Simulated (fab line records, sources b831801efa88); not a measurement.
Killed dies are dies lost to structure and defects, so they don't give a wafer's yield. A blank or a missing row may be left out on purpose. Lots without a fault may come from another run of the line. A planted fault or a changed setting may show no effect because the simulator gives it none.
fab line records | flow sky130
record lots=6 wafers=18 last_day=50
route steps=708 shown SPACER@305 POLY_CUT@307 SD_P@320 PAD_OPEN@708
lots that met no fault: from a run of the same line without faults
start_h: hours from the record's first day to the start of the lot's first wafer shown | wait_h: hours since the lot's step before | " the same as in the row above | L1.1+2: a row that stands for several wafers | - no value, or no start given | * or withheld: withheld | < > ~ a bound
route shown NAME@n: a module of which the file shows steps, and the number in the route of the first | usual: mean/standard deviation of fault-free wafers | same: alike in all rows | chamber/n: place in a boat | sites: the reading at each site | _std_site: their standard deviation | _edge_site: outer sites' mean less inner sites' | radius_mm: how far each site lies from the wafer's centre | mask NAME#n: copy n | behind: the tool/chamber that last shaped the wafer | hold: why the lot was held/for how many hours/how that ended | device: the transistor (n, p or np) that didn't switch | end of line: the same wafers' tests at the end of the route | a step without rows: its recipe alone | killed: dies lost to structure and defects at the first sort, not the wafer's yield | map: a wafer's dies, x killed, . not, _ none there
set.NAME: the setting as run; set.NAME@STEP: as run at that earlier step | model.NAME: the simulator's own value behind a step, which no gauge read
lots at some steps of the route; a table a step, a row a wafer
services: from which hour (start_h, from the record's first day; less than 0 if before it) a tool's chamber was out of use, for how many hours, and why
## steps
# step SKY_SPACER_THK_MEAS_01
# recipe reads=Si3N4_of_SPACER_CVD_00
# usual SPACER_CVD_00_THK=43.1/0.42
# columns lot.wafer tool chamber start_h wait_h SPACER_CVD_00_THK[nm]
L668.1 film_metro-02 - 604.04 0.0 42.9
L668.4 " - " " 42.8
L668.6 " - " " 43.0
L671.1 film_metro-02 - 628.51 0.0 43.3
L671.2 " - " " 43.1
L671.4 " - " " 43.5
L672.3 film_metro-03 - 638.58 0.0 43.5
L672.5 " - " " 43.7
L672.6 " - " " 43.6
L673.1 film_metro-02 - 641.31 0.0 43.1
L673.2 " - " " 43.5
L673.3 " - " " 43.3
L680.1 film_metro-03 - 702.53 0.0 43.3
L680.2 " - " " 43.3
L680.3 " - " " 43.3
L682.1 film_metro-02 - 708.40 0.0 42.8
L682.4 " - " " 42.9
L682.5 " - " " 43.2
# step SKY_SPACER_ETCHBACK_02
# recipe chemistry=CH3F/O2 target=Si3N4 stop_on=SiO2 source_w=400 bias_w=80 pressure_mtorr=25 ch3f_flow_sccm=40 O2_flow_sccm=30 time_s=46.7 target_depth_a=450
# usual bias_w=79.97/0.22 ch3f_flow_sccm=39.98/0.12 drypump_motor_current_A=5.8/0.52 oes_product_au=0.856/0.007 throttle_valve_pct=10.562/0.0091
# columns lot.wafer tool chamber start_h wait_h bias_w ch3f_flow_sccm drypump_motor_current_A oes_product_au rf_hours_counter_h throttle_valve_pct
L668.1 rie_diel-01 3 604.10 0.1 80.05 40.05 5.5 0.855 13 10.554
L668.4 " 1 " " 80.18 40.02 6.2 0.854 1 10.563
L668.6 " 1 " " 79.93 40.08 6.2 0.848 - 10.563
L671.1 rie_diel-01 0 628.57 0.1 79.82 39.85 4.9 0.851 15 10.555
L671.2 " 3 " " 80.32 39.94 5.6 0.863 13 10.568
L671.4 " 2 " " 80.12 39.95 6.5 0.862 18 10.574
L672.3 rie_diel-01 3 638.62 0.0 80.32 39.98 5.5 0.860 14 10.566
L672.5 " 0 " " 80.34 39.91 4.9 0.866 - 10.562
L672.6 " 1 " " 79.96 40.00 6.2 0.860 - 10.560
L673.1 rie_diel-01 0 641.37 0.1 80.07 39.95 4.9 0.855 15 10.557
L673.2 " 1 " " 80.16 40.05 6.2 0.858 2 10.557
L673.3 " 3 " " 79.70 40.28 5.6 0.852 14 10.580
L680.1 rie_diel-04 0 702.59 0.1 79.93 39.82 5.6 0.856 3 10.568
L680.2 " 2 " " 79.96 40.02 6.7 0.863 2 10.560
L680.3 " 1 " " 79.87 39.87 6.1 0.863 15 10.585
L682.1 rie_diel-01 0 708.46 0.1 79.98 40.03 4.9 0.859 17 10.545
L682.4 " 2 " " 80.13 39.68 6.4 0.854 20 10.568
L682.5 " 0 " " 79.84 39.93 4.9 0.855 - 10.564
# step SKY_POLY_CUT_DEHYDRATE_00
# recipe temp_c=200 time_s=60
# step SKY_POLY_CUT_HMDS_01
# recipe prime_time_s=60 prime_temp_c=120
# step SKY_POLY_CUT_COAT_02
# recipe resist=BARC temp_c=withheld time_s=withheld spin_rpm=3000 resist_thk_nm=60
# step SKY_POLY_CUT_COAT_03
# recipe resist=KrF-thick spin_rpm=3000 resist_thk_nm=450
# step SKY_POLY_CUT_SOFTBAKE_04
# recipe temp_c=100 time_s=90 resist=KrF-thick
# step SKY_POLY_CUT_EXPOSE_05
# recipe mask_id=NPCM na=0.8 source_shape=annular sigma_inner=0.55 sigma_outer=0.85 target_cd_nm=270 dose_mj=32
# step SKY_POLY_CUT_PEB_06
# recipe peb_temp_c=withheld peb_time_s=withheld resist=KrF-thick
# step SKY_POLY_CUT_DEVELOP_07
# recipe develop_time_s=60 resist=KrF-thick dev_temp_c=21
# step SKY_POLY_CUT_CD_MEAS_08
# recipe target_cd_nm=270
# usual cd_nm=270.7/1.6
# columns lot.wafer tool chamber start_h wait_h cd_nm
L668.1 cd_sem-02 - 632.87 - 271.2
L668.4 " - " " 271.4
L668.6 " - " " 269.3
L671.1 cd_sem-02 - 656.58 - 270.9
L671.2 " - " " 272.3
L671.4 " - " " 272.2
L672.3 cd_sem-02 - 666.96 - 269.6
L672.5 " - " " 268.9
L672.6 " - " " 268.3
L673.1 cd_sem-02 - 669.66 - 269.6
L673.2 " - " " 267.7
L673.3 " - " " 268.4
L680.1 cd_sem-02 - 730.31 - 271.4
L680.2 " - " " 271.2
L680.3 " - " " 269.7
L682.1 cd_sem-01 - 735.84 - 270.0
L682.4 " - " " 269.3
L682.5 " - " " 268.7
# step SKY_POLY_CUT_OVL_MEAS_09
# usual POLY_CUT_OVL=-2/5.5
# columns lot.wafer tool chamber start_h wait_h POLY_CUT_OVL[nm]
L668.1 overlay-02 - 632.99 0.1 3
L668.4 " - " " 2
L668.6 " - " " 1
L671.1 overlay-02 - 656.70 0.1 -5
L671.2 " - " " -12
L671.4 " - " " -13
L672.3 overlay-01 - 667.05 0.1 0
L672.5 " - " " 6
L672.6 " - " " 1
L673.1 overlay-01 - 669.78 0.1 0
L673.2 " - " " 7
L673.3 " - " " -8
L680.1 overlay-01 - 730.43 0.1 -9
L680.2 " - " " 5
L680.3 " - " " -6
L682.1 overlay-01 - 735.96 0.1 1
L682.4 " - " " 5
L682.5 " - " " -1
# step SKY_POLY_CUT_ETCH_10
# recipe chemistry=N2/H2 target=BARC ion_energy_ev=200 source_w=500 bias_w=100 pressure_mtorr=30 n2_flow_sccm=100 h2_flow_sccm=200 stop_on=SiO2 time_s=45.9 target_depth_a=600
# usual bias_w=100.0/0.32 drypump_motor_current_A=6.0/0.5 oes_product_au=0.855/0.0045 throttle_valve_pct=13.225/0.0097
# columns lot.wafer tool chamber start_h wait_h bias_w drypump_motor_current_A oes_product_au rf_hours_counter_h throttle_valve_pct model.KrF-thick_of_POLY_CUT_COAT_03.thk_nm
L668.1 rie_diel-01 1 633.02 0.0 99.8 6.2 0.862 2 13.227 406.4
L668.4 " 2 " " 100.2 6.4 0.856 18 13.237 405.9
L668.6 " 3 " " 100.2 5.6 0.854 - 13.210 406.3
L671.1 rie_diel-01 2 656.74 0.0 100.0 6.4 0.854 19 13.216 409.2
L671.2 " 0 " " 100.0 4.9 0.855 15 13.224 408.5
L671.4 " 1 " " 99.8 6.2 0.858 2 13.231 408.1
L672.3 rie_diel-04 3 667.07 0.0 99.5 6.2 0.855 16 13.220 408.9
L672.5 " 1 " " 100.1 6.1 0.851 - 13.241 408.6
L672.6 " 2 " " 99.7 6.7 0.863 - 13.214 408.8
L673.1 rie_diel-03 2 669.81 0.0 100.1 6.6 0.858 21 13.224 409.6
L673.2 " 0 " " 99.9 5.9 0.854 4 13.253 410.5
L673.3 " 3 " " 100.3 5.4 0.863 13 13.222 408.8
L680.1 rie_diel-04 0 730.46 0.0 99.6 5.6 0.866 4 13.233 412.9
L680.2 " 1 " " 100.2 6.1 0.855 16 13.217 411.3
L680.3 " 3 " " 99.3 6.3 0.854 17 13.226 412.8
L682.1 rie_diel-04 2 735.99 0.0 100.4 6.7 0.851 3 13.227 414.7
L682.4 " 0 " " 99.9 5.6 0.853 - 13.224 414.4
L682.5 " 3 " " 100.3 6.2 0.849 - 13.218 414.1
# step SKY_POLY_CUT_ETCH_11
# recipe target=Si3N4 chemistry=CF4/CH2F2/Ar stop_on=poly-Si source_w=600 bias_w=150 pressure_mtorr=40 cf4_flow_sccm=40 ch2f2_flow_sccm=20 Ar_flow_sccm=150 time_s=42.5 target_depth_a=600
# usual bias_w=149.9/0.48 drypump_motor_current_A=6.0/0.5 oes_product_au=0.830/0.0058 throttle_valve_pct=14.994/0.0088
# columns lot.wafer tool chamber start_h wait_h bias_w drypump_motor_current_A oes_product_au rf_hours_counter_h throttle_valve_pct
L668.1 rie_diel-01 1 633.07 0.0 150.5 6.2 0.832 2 14.991
L668.4 " 2 " " 149.9 6.5 0.830 18 14.996
L668.6 " 3 " " 149.9 5.5 0.823 - 14.982
L671.1 rie_diel-01 2 656.78 0.0 149.3 6.5 0.833 19 14.984
L671.2 " 0 " " 149.7 4.9 0.829 15 15.003
L671.4 " 1 " " 151.0 6.1 0.835 2 14.994
L672.3 rie_diel-04 3 667.12 0.0 149.9 6.2 0.825 16 14.994
L672.5 " 1 " " 149.3 6.1 0.825 - 14.997
L672.6 " 2 " " 149.9 6.7 0.823 - 15.012
L673.1 rie_diel-03 2 669.85 0.0 150.1 6.6 0.830 21 14.996
L673.2 " 0 " " 148.8 5.8 0.818 4 14.984
L673.3 " 3 " " 150.5 5.4 0.824 13 14.998
L680.1 rie_diel-04 0 730.50 0.0 149.9 5.6 0.829 4 14.985
L680.2 " 1 " " 149.4 6.1 0.821 16 14.986
L680.3 " 3 " " 150.1 6.2 0.826 17 14.985
L682.1 rie_diel-04 2 736.03 0.0 150.8 6.7 0.822 3 14.983
L682.4 " 0 " " 149.9 5.6 0.828 - 14.986
L682.5 " 3 " " 150.1 6.2 0.826 - 14.992
# step SKY_POLY_CUT_STRIP_12
# recipe chemistry=O2/N2 power_w=1400 pressure_mtorr=1500 platen_temp_c=withheld o2_flow_sccm=3000 n2_flow_sccm=300 overash_fraction=0.5
# usual drypump_motor_current_A=6.2/0.44 oes_product_au=0.452/0.0048 strip_time_to_endpoint_s=5.358/0.016
# columns lot.wafer tool chamber start_h wait_h drypump_motor_current_A oes_product_au rf_hours_counter_h strip_time_to_endpoint_s
L668.1 plasma_asher-01 1 633.11 0.0 6.6 0.456 82 5.324
L668.4 " 1 " " 6.6 0.449 - 5.335
L668.6 " 1 " " 6.6 0.445 - 5.336
L671.1 plasma_asher-01 1 656.82 0.0 6.6 0.454 84 5.368
L671.2 " 0 " " 5.4 0.454 84 5.351
L671.4 " 1 " " 6.6 0.455 - 5.349
L672.3 plasma_asher-02 0 667.19 0.1 6.6 0.454 - 5.374
L672.5 " 1 " " 6.5 0.445 - 5.360
L672.6 " 0 " " 6.6 0.454 - 5.366
L673.1 plasma_asher-02 0 669.89 0.0 6.6 0.452 100 5.371
L673.2 " 1 " " 6.4 0.451 100 5.382
L673.3 " 1 " " 6.4 0.442 - 5.367
L680.1 plasma_asher-02 1 730.54 0.0 6.4 0.446 106 5.415
L680.2 " 0 " " 6.6 0.456 106 5.388
L680.3 " 1 " " 6.4 0.444 - 5.405
L682.1 plasma_asher-03 0 736.07 0.0 5.9 0.462 30 5.447
L682.4 " 0 " " 5.9 0.458 - 5.418
L682.5 " 0 " " 5.9 0.450 - 5.416
# step SKY_SD_P_DEHYDRATE_00
# recipe temp_c=200 time_s=60
# step SKY_PAD_OPEN_PROBE_99
# usual killed_at_M0_to_M3=42/6.9 killed_at_M4_up=3.2/1.7 killed_at_contacts=23/5.5 killed_at_front_end=16/4 killed_at_other=0.4/0.55 killed_dies=85/9.2 killed_open=46/6.8 killed_short=38/6.2
# same gross_dies=492 killed_at_back_side=0
# columns lot.wafer tool chamber start_h wait_h killed_at_M0_to_M3 killed_at_M4_up killed_at_contacts killed_at_front_end killed_at_other killed_dies killed_open killed_short
L672.6 prober-02 - 1151.68 0.2 44 2 32 18 0 96 57 39
L673.1 prober-01 - 1152.36 0.1 32 3 30 17 2 84 38 45
L673.2 prober-01 - 1152.41 0.1 45 3 21 13 1 83 47 36
L673.3 prober-01 - 1152.46 0.2 44 5 29 16 0 94 48 46
L682.4 prober-02 - 1192.03 0.2 49 1 23 17 0 90 50 38
# killed by level:class
L672.6 VIA1:geometric_particle:open=11 LI_CONTACT:geometric_particle:open=9 CONTACT:geometric_particle:open=9 VIA3:geometric_particle:open=7 VIA2:geometric_particle:open=7 FIELD_ISO:geometric_particle:short=6 POLY_GATE:geometric_particle:short=5 LOCAL_INTERCONNECT:geometric_particle:short=5
L673.1 LOCAL_INTERCONNECT:geometric_particle:short=8 CONTACT:geometric_particle:short=7 METAL2:geometric_particle:short=7 POLY_GATE:geometric_particle:short=6 LI_CONTACT:geometric_particle:open=6 CONTACT:geometric_particle:open=6 VIA2:geometric_particle:open=6 FIELD_ISO:geometric_particle:short=4
L673.2 VIA2:geometric_particle:open=11 VIA1:geometric_particle:open=10 CONTACT:geometric_particle:open=6 CONTACT:geometric_particle:short=5 LI_CONTACT:geometric_particle:short=4 METAL1:geometric_particle:open=4 METAL1:geometric_particle:short=4 VIA3:geometric_particle:short=4
L673.3 LI_CONTACT:geometric_particle:open=10 VIA1:geometric_particle:short=8 CONTACT:geometric_particle:open=8 VIA2:geometric_particle:open=7 CONTACT:geometric_particle:short=7 METAL1:geometric_particle:short=5 VIA3:geometric_particle:short=5 VIA3:geometric_particle:open=5
L682.4 VIA1:geometric_particle:open=12 VIA3:geometric_particle:open=8 CONTACT:geometric_particle:open=7 METAL2:geometric_particle:short=7 VIA2:geometric_particle:open=7 CONTACT:geometric_particle:short=6 LI_CONTACT:geometric_particle:open=4 FIELD_ISO:geometric_particle:open=3
## services
# columns tool chamber start_h hours kind
rie_diel-01 3 601.40 1.5 repair
rie_diel-01 0 608.24 11.7 repair
plasma_asher-03 - 610.92 1.2 repair
rie_diel-03 3 629.16 3.5 repair
plasma_asher-01 - 682.91 0.3 repair
rie_diel-01 - 710.02 68.1 repair
plasma_asher-02 - 733.75 9.0 pm
plasma_asher-02 0 733.75 9.0 vent_cycle
plasma_asher-02 1 733.75 9.0 vent_cycle
rie_diel-04 1 735.20 20.2 repair
## key
first_sign step=SKY_POLY_CUT_STRIP_12 reading=strip_time_to_endpoint_s direction=up sigmas=3.6 usual=* struck=*
effect none on later readings
model_effect step=SKY_POLY_CUT_ETCH_10 value=KrF-thick_of_POLY_CUT_COAT_03.thk_nm without=409.1 struck=413.4
met_at SKY_POLY_CUT_ETCH_10
struck_wafers L680.1,L680.2,L680.3,L682.1,L682.4,L682.5
tester_left_out L680,L682
onset_between 667.07 730.46
also_fits time
fault kind=process_parameter_drift tool=rie_diel-04 chamber=- onset_h=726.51 steps=SKY_POLY_CUT_ETCH_10 channel=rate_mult offset=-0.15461 shape=step end_h=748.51
# tester_left_out: of these lots the tester's yield and bins aren't shown, on N5 and GAA mostly nor the transistor test; their killed dies are dies lost to structure and defects alone, not to doping, threshold or leakage, so they don't give the yield
